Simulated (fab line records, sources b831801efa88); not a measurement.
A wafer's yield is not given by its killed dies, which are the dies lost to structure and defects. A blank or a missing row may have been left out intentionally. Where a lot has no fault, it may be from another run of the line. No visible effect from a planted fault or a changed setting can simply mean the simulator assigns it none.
A struck lot beside a sound one | flow sky130 | 15 steps out of a route of 708
Sound: these wafers, L674.4, L674.5, L674.6. Struck: wafers L692.4, L692.5. The cause is given at the end.
For every step that has rows: the tool of each side, followed by ch and its chambers, followed by its first start. Under that, the readings that differ: sound wafers | struck wafers | difference of the means | sigmas: that difference in standard deviations of wafers without a fault.
alike: a reading whose means differ by less than 2 such deviations, as well as words and numbers matching on both sides. not compared: withheld readings; readings where some wafer has no value; bounds like >300 that might hide an equal value; numbers whose values overlap and for which the record gives no deviation.
Wherever a step has rows on one side only, a row that says differs or no value, or a row with sigmas, the two part there. Non-overlapping numbers with no deviation appear without sigmas and do not part them. A reading that every wafer of one side lacks parts them only if that side has two wafers or more.

SKY_SPACER_THK_MEAS_01:
  sound on film-metro-01 at day 22 21:39; struck on film-metro-03 at day 29 19:33
  reading                | sound          | struck    | difference | sigmas
  SPACER_CVD_00_THK (nm) | 42.7 42.4 42.2 | 43.6 43.9 | +1.3       | +3
SKY_SPACER_ETCHBACK_02: etches Si3N4 in CH3F/O2, stops on SiO2, time 46.7 s, target depth 45 nm.
  sound on rie-diel-01 ch 0,1,2, day 22 21:41; struck on rie-diel-01 ch 1,2, day 29 19:36
  alike: bias-w, drypump-motor-current-A, oes-product-au, throttle-valve-pct
  not compared: rf-hours-counter-h
then, 8 steps without rows for these wafers: SKY_POLY_CUT_DEHYDRATE_00 (time 60 s); SKY_POLY_CUT_HMDS_01 (prime time 60 s); SKY_POLY_CUT_COAT_02 (resist thk 60 nm); SKY_POLY_CUT_COAT_03 (resist thk 450 nm); SKY_POLY_CUT_SOFTBAKE_04 (time 90 s); SKY_POLY_CUT_EXPOSE_05 (exposes mask NPCM, target cd 270 nm); SKY_POLY_CUT_PEB_06; SKY_POLY_CUT_DEVELOP_07 (develop time 60 s).
SKY_POLY_CUT_CD_MEAS_08: the cd target is 270 nm.
  sound on cd-sem-02 at day 24 04:34; struck on cd-sem-02 at day 30 23:34
  alike: cd-nm
SKY_POLY_CUT_OVL_MEAS_09:
  sound on overlay-01 at day 24 04:39; struck on overlay-01 at day 30 23:39
  alike: POLY_CUT_OVL
SKY_POLY_CUT_ETCH_10: etches BARC in N2/H2, stops on SiO2, time 45.9 s, target depth 60 nm.
  sound on rie-diel-01 ch 0,1,2, day 24 04:41; struck on rie-diel-03 ch 2,3, day 30 23:40
  reading                                    | sound             | struck      | difference | sigmas
  oes-product-au (a.u.)                      | 0.852 0.857 0.851 | 0.827 0.829 | -0.025     | -5
  run-length-s (s)                           | 74.4 73.9 74.4    | 77.3 77.3   | +3.1       | +8
  model.SiO2_of_SONOS_ONO_CVD_04.thk-nm (nm) | 4.212 4.257 4.24  | 4.091 4.017 | -0.182     |
  alike: bias-w, drypump-motor-current-A, throttle-valve-pct
  not compared: rf-hours-counter-h
SKY_POLY_CUT_ETCH_11: etches Si3N4 in CF4/CH2F2/Ar, stops on poly-Si, time 42.5 s, target depth 60 nm.
  sound on rie-diel-01 ch 0,1,2, day 24 04:44; struck on rie-diel-03 ch 2,3, day 30 23:43
  alike: bias-w, drypump-motor-current-A, mfc-ar-sccm, oes-product-au, run-length-s, throttle-valve-pct
  not compared: rf-hours-counter-h
SKY_PAD_OPEN_PROBE_99:
  the record has rows for the sound wafers here (prober-01, day 45 19:49) and none for the struck ones

## WHERE THEY PART
First at SKY_SPACER_THK_MEAS_01; last, within this record, at SKY_PAD_OPEN_PROBE_99.

WHY: what the simulator had put in
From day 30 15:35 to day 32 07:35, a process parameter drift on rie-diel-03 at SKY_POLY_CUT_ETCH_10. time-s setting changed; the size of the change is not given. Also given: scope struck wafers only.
